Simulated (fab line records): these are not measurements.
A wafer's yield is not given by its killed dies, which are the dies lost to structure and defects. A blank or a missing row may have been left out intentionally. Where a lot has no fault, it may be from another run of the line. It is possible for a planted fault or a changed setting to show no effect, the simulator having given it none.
Which of the tools did it? :: flow sfqLine :: 7 lots, 21 wafers sampled, at 1 step of a route of 325

== WHAT THE GAUGES READ, wafer by wafer ==
SFQ_I4_OVL_MEAS_928.
lot: L890
measured: day 55 16:50
on: overlay-02
I4_OVL (nm): -8 -3 -6

lot: L893
measured: day 56 03:51
on: overlay-02
I4_OVL (nm): 7 1 -3

lot: L896
measured: day 56 10:50
on: overlay-02
I4_OVL (nm): -3 -5 -1

lot: L901
measured: day 57 02:26
on: overlay-01
I4_OVL (nm): -1 -3 -5

lot: L903
measured: day 57 06:02
on: overlay-01
I4_OVL (nm): -4 -8 -6

lot: L907
measured: day 62 16:31
on: overlay-01
I4_OVL (nm): 6 -3 4

lot: L910
measured: day 63 14:07
on: overlay-01
I4_OVL (nm): 6 10 4

== WHICH TOOL RAN EACH LOT (tool, then ch and the chambers of the sampled wafers, then the start) ==
No process step before these readings appears in the record.

== THE ANSWER, worked out from the rows above alone ==
Rule: the lots themselves supply what counts as usual. Put in order of their means at a reading, lots are off if they are a third of the lots or fewer, leave a main group of 4 or more, and stand apart from it by a gap of 3 or more times the standard deviation of the main group's means; of several such gaps the widest counts. A main group whose means are all the same, to the digits that the tables above print for the reading, isn't used. Also off: a lot with no number at a reading for which 4 or more lots have one. Any other lot the step has rows for is counted as sound.
None of the lots is off at any reading shown; this tells nothing.

== WHAT WAS PUT IN BY THE SIMULATOR ==
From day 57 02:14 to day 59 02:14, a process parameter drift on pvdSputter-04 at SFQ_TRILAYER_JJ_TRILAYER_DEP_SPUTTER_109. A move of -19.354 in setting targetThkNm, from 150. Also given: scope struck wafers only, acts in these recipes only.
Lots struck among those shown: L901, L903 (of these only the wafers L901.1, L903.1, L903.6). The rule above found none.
